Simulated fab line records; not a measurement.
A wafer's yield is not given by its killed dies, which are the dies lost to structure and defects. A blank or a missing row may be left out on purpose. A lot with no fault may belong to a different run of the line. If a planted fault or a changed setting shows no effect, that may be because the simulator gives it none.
Matching of chambers -- flow gf180mcu -- 4 sister chambers for GF_POLY_GATE_ETCH_13 on rie si-01
The step etches poly-Si in HBr/Cl2, stops on SiO2, target depth 198.5 nm, time 72.55 s. 14 wafers are shown with their chamber, then 7 later ones without.

## WAFERS PAIRED WITH THEIR CHAMBERS
wafer,chamber,drypump motor current A (A),oes product au (a.u.),throttle valve pct (%)
L650.2,0,5.3,0.984,33.676
L650.3,2,5.9,0.984,33.677
L650.6,2,5.9,0.994,33.702
L652.2,3,6.4,0.974,33.675
L652.4,1,5.0,0.979,33.686
L652.6,1,5.0,0.977,33.689
L657.4,0,5.3,0.990,33.696
L657.5,2,5.9,0.990,33.689
L657.6,3,6.4,0.989,33.689
L659.1,0,5.2,0.988,33.683
L659.2,2,5.9,0.996,33.683
L659.4,2,5.9,0.985,33.686
L661.1,3,6.4,0.987,33.687
L661.5,3,6.4,1.001,33.696

SIGNATURES (means of the wafers above)
reading,chamber 0,chamber 1,chamber 2,chamber 3,scatter within a chamber
drypump motor current A,5.267,5.000,5.900,6.400,0.0258
oes product au,0.98733,0.97800,0.98980,0.98775,0.00707
throttle valve pct,33.68500,33.68750,33.68740,33.68675,0.00886
Rule: for a wafer and a chamber, the distance is found by dividing, reading by reading, the gap between the wafer's reading and the chamber's mean by the reading's scatter, squaring, summing and taking the root. If the next closest chamber is less than 2 further off than the closest, the wafer can't be placed; otherwise it belongs to the closest. The scatter: the root of (the sum of the squares of (reading less its chamber's mean) over the shown wafers, divided by (wafers less chambers)).

## WAFERS WHOSE CHAMBER IS MISSING
wafer,drypump motor current A (A),oes product au (a.u.),throttle valve pct (%)
L661.6,5.2,0.995,33.688
L662.1,5.9,0.988,33.669
L662.3,5.0,1.002,33.685
L662.5,5.1,0.996,33.687
L671.2,5.9,0.982,33.693
L671.4,5.3,0.985,33.703
L671.5,5.2,0.990,33.702

## WHICH CHAMBER EACH ONE RAN IN
wafer,from the rows above,in truth
L661.6,0,0
L662.1,2,2
L662.3,1,1
L662.5,can't be placed: 1 or 0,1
L671.2,2,2
L671.4,0,0
L671.5,0,0
Placed correctly: 6 of 7. Not placeable from these rows: 1 (in 1, the candidates include the true chamber). Number placed wrongly: 0.
